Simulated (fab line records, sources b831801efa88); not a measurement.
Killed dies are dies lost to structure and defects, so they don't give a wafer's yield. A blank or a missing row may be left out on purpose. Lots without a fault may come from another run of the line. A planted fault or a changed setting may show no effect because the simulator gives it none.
Which tool did it? | flow sky130 | 6 lots, 18 wafers sampled, at 1 step of a route of 708

WHAT THE GAUGES READ, wafer by wafer
SKY_VIA3_OVL_MEAS_13.
lot  | measured     | on         | VIA3_OVL (nm)
L219 | day 40 09:05 | overlay-02 | 3 6 3
L223 | day 41 13:49 | overlay-01 | -3 -7 -2
L224 | day 42 03:37 | overlay-01 | -5 7 4
L231 | day 43 18:59 | overlay-02 | -7 7 -8
L233 | day 44 12:41 | overlay-01 | -1 -6 -3
L239 | day 45 16:39 | overlay-02 | -8 -6 -11

WHICH TOOL RAN EACH LOT (tool, then ch and the chambers of the sampled wafers, then the start)
The record holds no process step before these readings.

THE ANSWER, worked out from the rows above alone
Rule: what is usual is taken from the lots themselves. Put in order of their means at a reading, lots are off if they are a third of the lots or fewer, leave a main group of 4 or more, and stand apart from it by a gap of 3 or more times the standard deviation of the main group's means; of several such gaps the widest counts. A main group whose means are all the same, to the digits that the tables above print for the reading, isn't used. A lot without any number at a reading at which 4 lots or more have one is off too. The other lots that the step has rows for count as sound.
No lot is off at any reading shown: from this, nothing can be told.

WHAT THE SIMULATOR HAD PUT IN
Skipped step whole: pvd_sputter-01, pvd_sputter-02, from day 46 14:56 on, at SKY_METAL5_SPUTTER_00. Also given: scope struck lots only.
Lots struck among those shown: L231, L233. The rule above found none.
